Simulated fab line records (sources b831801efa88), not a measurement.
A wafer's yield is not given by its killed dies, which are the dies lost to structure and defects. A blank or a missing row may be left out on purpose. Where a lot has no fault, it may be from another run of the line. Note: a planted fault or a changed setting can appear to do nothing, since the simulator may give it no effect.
A struck lot beside a sound one :: flow sky130 :: 43 out of 708 route steps
Sound: wafers L603.1, L603.4, L603.6. Struck: wafers L608.2, L608.5, L608.6. At the end, the cause is stated.
Order at every step that has rows: each side's tool, ch and its chambers, its first start. Under that, the readings that differ: sound wafers :: struck wafers :: difference of the means :: sigmas: that difference in standard deviations of wafers without a fault.
alike: readings with means less than 2 such deviations apart, plus words and numbers identical on both sides. not compared: withheld readings, readings lacking a value on some wafer, bounds such as >300 that could conceal the same value, and numbers that have no deviation in the record and whose values overlap.
A row with sigmas, a row that says differs or no value, or rows on one side alone: a step with any of these is where the two part. When numbers do not overlap yet have no deviation, they are printed without sigmas and do not part them. A reading missing from all wafers of one side parts the sides only when that side holds two or more wafers.

first, 3 steps without rows for these wafers: SKY_VIA2_STRIP_17 (strips in post etch residue remover, time 1200 s); SKY_VIA2_CLEAN_18 (cleans in IPA, time 180 s); SKY_VIA2_CLEAN_19 (cleans in O3/DIW).
SKY_VIA2_SPUTTER_20: material TiN, target thk 20 nm, time 80 s.
  sound on pvd sputter-01 at day 37 11:16; struck on pvd sputter-01 at day 38 20:28
  alike: throttle valve pct
SKY_VIA2_CVD_21: deposits W, target thk 420 nm, time 126.4 s.
  sound on cvd w-01 ch 0,1, day 37 11:20; struck on cvd w-02 ch 0,1, day 38 20:31
  alike: chamber pressure Torr, heater power w
SKY_VIA2_RS_MEAS_22: a four-point-probe measurement.
  sound on film metro-04 at day 37 11:28; struck on film metro-02 at day 38 20:41
  alike: VIA2_W_RS
SKY_VIA2_THK_MEAS_23: measures by xrf.
  sound on film metro-04 at day 37 11:35; struck on film metro-02 at day 38 20:47
  alike: VIA2_W_THK
then, 3 steps without rows for these wafers: SKY_VIA2_CMP_24 (polishes, stops on SiO2, t overpolish 20 s, target thk 0 nm); SKY_METAL3_SPUTTER_00 (material Ti, target thk 15 nm, time 10 s); SKY_METAL3_SPUTTER_01 (material TiN, target thk 20 nm, time 16.7 s).
SKY_METAL3_SPUTTER_02: material AlCu, target thk 735 nm, time 39.1 s.
  sound on pvd sputter-04 at day 37 11:59; struck on pvd sputter-04 at day 38 21:11
  alike: throttle valve pct
then, 1 step without rows for these wafers: SKY_METAL3_SPUTTER_03 (material Ti, target thk 5 nm, time 3.3 s).
SKY_METAL3_SPUTTER_04: material TiN, target thk 70 nm, time 58.3 s.
  sound on pvd sputter-04 at day 37 12:03; struck on pvd sputter-04 at day 38 21:14
  alike: throttle valve pct
then, 1 step without rows for these wafers: SKY_CAPM_CVD_00 (deposits SiO2, target thk 15.5 nm).
SKY_CAPM_THK_MEAS_01:
  sound on film metro-02 at day 37 12:07; struck on film metro-01 at day 38 21:19
  alike: CAPM_CVD_00_THK
SKY_CAPM_SPUTTER_02: material TiN, target thk 200 nm, time 166.7 s.
  sound on pvd sputter-02 at day 37 12:11; struck on pvd sputter-01 at day 38 21:22
  alike: throttle valve pct
SKY_CAPM_RS_MEAS_03: a four-point-probe measurement.
  sound on film metro-03 at day 37 12:17; struck on film metro-01 at day 38 21:30
  alike: CAPM_TIN_RS
SKY_CAPM_THK_MEAS_04: measures by xrf.
  sound on film metro-03 at day 37 12:25; struck on film metro-01 at day 38 21:37
  alike: CAPM_TIN_THK
then, 7 steps without rows for these wafers: SKY_CAPM_DEHYDRATE_05 (time 60 s); SKY_CAPM_HMDS_06 (prime time 60 s); SKY_CAPM_COAT_07 (resist thk 1140 nm); SKY_CAPM_SOFTBAKE_08 (time 60 s); SKY_CAPM_EXPOSE_09 (exposes mask CAPM, target cd 1000 nm); SKY_CAPM_PEB_10; SKY_CAPM_DEVELOP_11 (develop time 60 s).
SKY_CAPM_OVL_MEAS_12:
  sound on overlay-02 at day 38 12:38; struck on overlay-02 at day 39 21:16
  alike: CAPM_OVL
SKY_CAPM_METAL_ETCH_13: etches TiN in Cl2/BCl3, stops on SiO2, target depth 220 nm, time 62.9 s.
  sound on rie metal-01 ch 0,1, day 38 12:40; struck on rie metal-02 ch 0,1, day 39 21:18
  alike: bias w, drypump motor current A, oes product au, throttle valve pct
  not compared: rf hours counter h
then, 12 steps without rows for these wafers: SKY_CAPM_STRIP_14 (strips in O2/N2); SKY_CAPM_STRIP_15 (strips in post etch residue remover, time 1200 s); SKY_CAPM_CLEAN_16 (cleans in IPA, time 180 s); SKY_CAPM_CLEAN_17 (cleans in O3/DIW); SKY_METAL3_DEHYDRATE_05 (time 60 s); SKY_METAL3_HMDS_06 (prime time 60 s); SKY_METAL3_COAT_07 (resist thk 60 nm); SKY_METAL3_COAT_08 (resist thk 1140 nm); SKY_METAL3_SOFTBAKE_09 (time 90 s); SKY_METAL3_EXPOSE_10 (exposes mask MM3, target cd 300 nm); SKY_METAL3_PEB_11; SKY_METAL3_DEVELOP_12 (develop time 58.12 s).
SKY_METAL3_CD_MEAS_13 targets a cd of 300 nm.
  sound on cd sem-02 at day 39 13:55; struck on cd sem-02 at day 40 21:44
  alike: cd nm
SKY_METAL3_OVL_MEAS_14:
  sound on overlay-02 at day 39 14:02; struck on overlay-02 at day 40 21:50
  alike: METAL3_OVL
then, 1 step without rows for these wafers: SKY_METAL3_DESCUM_15 (chemistry O2, time 8 s).
-- the record jumps here: 7 days lie between the struck wafers' starts before and after (it left off in module METAL3 and takes up again in module PAD_OPEN, whose first step shown is number 708 of the route) --
SKY_PAD_OPEN_PROBE_99:
  sound on prober-01 at day 46 14:21; struck on prober-02 at day 47 17:57
reading: defect limited yield (%)
sound: 83.7 81.9 80.7
struck: 72.8 69.1 73.2
difference: -10.4
sigmas: -6

reading: killed_at_M0_to_M3
sound: 38 49 56
struck: 85 106 91
difference: +46
sigmas: +6

reading: killed dies
sound: 80 89 95
struck: 134 152 132
difference: +51
sigmas: +6

reading: killed on rim
sound: 21 16 20
struck: 28 35 30
difference: +12
sigmas: +3

reading: sort_bin_3_pad_short (%)
sound: 0.4 1.8 0.8
struck: 5.7 5.5 4.7
difference: +4.3
sigmas: +11

reading: sort_bin_5_function (%)
sound: 11.4 10.4 12.2
struck: 15.2 18.7 14.6
difference: +4.8
sigmas: +3

reading: sort n pass
sound: 412 403 397
struck: 358 340 360
difference: -51
sigmas: -6

reading: sort yield pct (%)
sound: 83.7 81.9 80.7
struck: 72.8 69.1 73.2
difference: -10.4
sigmas: -6

reading: model.etest.tester.sort n pass
sound: 412 403 397
struck: 358 340 360
difference: -51
sigmas: 

reading: model.etest.tester.sort yield pct (%)
sound: 83.74 81.91 80.69
struck: 72.76 69.11 73.17
difference: -10.43
sigmas: 

reading: model.etest.tester.sort_bin_5_pct (%)
sound: 11.38 10.37 12.2
struck: 15.24 18.7 14.63
difference: +4.87
sigmas: 

reading: model.etest.tester.sort_bin_3_pct (%)
sound: 0.4065 1.829 0.813
struck: 5.691 5.488 4.675
difference: +4.268
sigmas: 
  alike: killed_at_M4_up, killed at contacts, killed at front end, killed at other, killed open, killed short, sort_bin_6_memory

## WHERE THEY PART
At SKY_PAD_OPEN_PROBE_99 and nowhere else, as far as this record goes.

WHY: the cause the simulator had injected
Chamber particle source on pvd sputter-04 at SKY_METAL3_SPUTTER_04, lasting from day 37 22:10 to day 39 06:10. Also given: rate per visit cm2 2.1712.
